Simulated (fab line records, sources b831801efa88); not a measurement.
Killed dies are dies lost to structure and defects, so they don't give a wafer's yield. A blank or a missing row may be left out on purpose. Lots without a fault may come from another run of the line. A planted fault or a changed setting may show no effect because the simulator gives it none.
Problem report in the 8D (eight disciplines) form, filled by code | flow sky130 | the parts of the form that need people (team, actions taken, sign-off) are left out

1. THE PROBLEM
oes_product_au at SKY_LDD_N_STRIP_16 reads a mean of 0.650 a.u. on 3 wafers of 1 lot; wafers without a fault read 0.406 a.u. with a standard deviation of 0.0047. That is +52 standard deviations from the usual mean.
The step: strips in O2/N2.
First seen on wafer L950.1, day 24 01:32, on plasma_asher-02. The record holds 36 wafers of 12 lots with a number at this step. Rule for "out", or "out of limits": more than 4 standard deviations from the usual mean. The other wafers with a number count as sound.

2. WHAT IT IS AND WHAT IT IS NOT
question                    | is                     | is not
which readings at this step | oes_product_au         | drypump_motor_current_A, o2_flow_sccm
which lots                  | L950                   | L935, L937, L938, L939, L943, L944, L947, L948, L954, L955, L956
which wafers of those lots  | all that have a number | -
read on which tools         | plasma_asher-02        | plasma_asher-03, plasma_asher-04
when                        | from day 24 01:32      | up to then (24 sound wafers); but 9 sound wafers of L954, L955, L956 came after

3. SUSPECTS, AND WHAT RULES EACH OUT
Counting: a tool at a process step up to the reading stays a suspect if it ran every lot that is out and no sound lot after the first of them.
- rie_si-01 at SKY_POLY_GATE_ETCH_17 (etches poly-Si in HBr/Cl2, stops on SiO2, target depth 180 nm, time 70.5 s): ruled out as a lasting fault. Sound lots L954, L956 ran on it after its first lot that is out, L950 (day 22 16:25).
- plasma_asher-02 at SKY_LDD_N_STRIP_16 (strips in O2/N2): ruled out as a lasting fault. Sound lots L956 ran on it after its first lot that is out, L950 (day 24 01:32).
Left after counting: nothing in the record.

4. THE CAUSE (what the simulator had put in)
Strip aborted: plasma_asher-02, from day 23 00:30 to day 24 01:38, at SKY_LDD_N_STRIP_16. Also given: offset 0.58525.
Counting ruled it out, wrongly.

5. THE CHAIN OF EFFECTS, in route order
Each row: a reading whose mean over the struck wafers that have a number lies more than 3 standard deviations from the usual. Only readings for which the record gives a usual standard deviation are gone through. hours: the time from each lot's start at the first step in this table that gives one to its start at this step, as a median over the lots. sigmas: the change in usual standard deviations.
hours | step               | reading        | usual      | on struck wafers | change | sigmas
0     | SKY_LDD_N_STRIP_16 | oes_product_au | 0.406 a.u. | 0.650            | +0.244 | +52
The process steps in it:
- SKY_LDD_N_STRIP_16: strips in O2/N2.
Readings that are blank on the struck wafers while sound wafers have them: strip_time_to_endpoint_s at SKY_LDD_N_STRIP_16.
Later measuring or inspecting steps at which every struck wafer that the step has a row for has a number for every such reading, and none has moved that far: SKY_LDD_N_TW_MEAS_17.

6. WHAT WOULD HAVE CAUGHT IT SOONER
In this record the first reading out of limits was taken at day 24 01:32, 25 hours after the fault began at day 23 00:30.
